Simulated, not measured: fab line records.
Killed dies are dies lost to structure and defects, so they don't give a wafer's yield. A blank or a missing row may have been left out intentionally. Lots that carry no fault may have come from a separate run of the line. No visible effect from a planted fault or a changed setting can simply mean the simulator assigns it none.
Code-filled problem report in 8D (eight disciplines) form    flow gf180mcu    the parts of the form that need people (team, actions taken, sign-off) are left out

## 1. PROBLEM STATEMENT
M1_ALCU_RS at GF_M1_RS_MEAS_05 reads a mean of 0.0652 ohm/sq on 1 wafer of 1 lot; wafers without a fault read 0.0693 ohm/sq with a standard deviation of 0.00057. Relative to the usual mean, that is a shift of -7.2 standard deviations.
The step: measures by four-point-probe.
Seen first at day 19 19:44 on film metro-04, wafer L941.6. The record holds 33 wafers of 11 lots with a number at this step. Rule for "out", or "out of limits": more than 4 standard deviations from the usual mean. The other wafers with a number count as sound.

## 2. WHAT IT IS, AND WHAT IT ISN'T
question                     is                 is not
which readings at this step  M1_ALCU_RS         -
which lots                   L941               L933, L934, L939, L948, L949, L950, L951, L953, L954, L956
which wafers of those lots   L941.6             L941.3, L941.5
read on which gauges         film metro-04      film metro-03
when                         from day 19 19:44  up to then (11 sound wafers); but 21 sound wafers of L948, L949, L950, L951, L953, L954, L956 came after

## 3. THE SUSPECTS, EACH WITH WHAT RULES IT OUT
Counting: a tool at a process step up to the reading stays a suspect if it ran every lot that is out. Sound lots after the first of them don't rule it out here, since some wafers of a struck lot are sound.
- the gauge at GF_M1_RS_MEAS_05 is ruled out. All the wafers that are out were read on film metro-04, but those of them that GF_M1_SPUTTER_02 has rows for are out there too, on other tools.
- cmp-01 at GF_CONTACT_CMP_04 (polishes SiO2): kept. L941, the lot that is out, went through it at day 18 16:42; up to then, the latest sound lot through it was L934 at day 16 03:05.
- pvd sputter-02 at GF_M1_SPUTTER_02 (material AlCu, target thk 450 nm, time 23.9 s): kept. It ran the lot that is out, L941 (day 19 19:36). Its own chamber pressure pa, throttle valve pct readings are out on those wafers.
- The sound lot-mates ran in chamber 3 of cmp-01 at GF_CONTACT_CMP_04, but the wafers that are out ran in chamber 0.
After counting, cmp-01 at GF_CONTACT_CMP_04 and pvd sputter-02 at GF_M1_SPUTTER_02 remain.

## 4. THE CAUSE (what the simulator had put in)
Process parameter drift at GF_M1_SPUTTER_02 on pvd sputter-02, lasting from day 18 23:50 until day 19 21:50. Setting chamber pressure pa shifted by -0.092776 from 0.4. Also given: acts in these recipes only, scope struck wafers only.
2 suspects survive the count, and this tool is in that group.

## 5. SEQUENCE OF EFFECTS, ordered by route
Each row: a reading whose mean over the struck wafers that have a number lies more than 3 standard deviations from the usual. Scope: only readings with a usual standard deviation given in the record; hours: median across lots of the time from each lot's start at the first step in this table that gives one to its start at this step; sigmas: change in usual standard deviations.
hours  step               reading              usual          on struck wafers  change   sigmas
0      GF_M1_SPUTTER_02   chamber pressure pa  0.4000 Pa      0.3077            -0.0923  -99 or more
0      GF_M1_SPUTTER_02   throttle valve pct   29.9 %         35.2              +5.3     +4.4
0      GF_M1_RS_MEAS_05   M1_ALCU_RS           0.0693 ohm/sq  0.0652            -0.0041  -7.2
0      GF_M1_THK_MEAS_06  M1_ALCU_THK          446 nm         464               +18      +4.9
Here are the process steps it includes:
- GF_M1_SPUTTER_02: material AlCu, target thk 450 nm, time 23.9 s.

## 6. HOW IT WOULD HAVE BEEN CAUGHT EARLIER
In this record the first reading out of limits at a measuring or inspecting step was taken at day 19 19:44, 20 hours after the fault began at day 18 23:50.
The tool's own readings at GF_M1_SPUTTER_02 were out on every struck wafer that the step has a row for (chamber pressure pa, throttle valve pct): an alarm limit on them would have fired on the first of those.
All the lots that are out (1) had begun GF_M1_SPUTTER_02 on pvd sputter-02 by day 19 19:44. Tool hold at that time: it would have spared none of them.
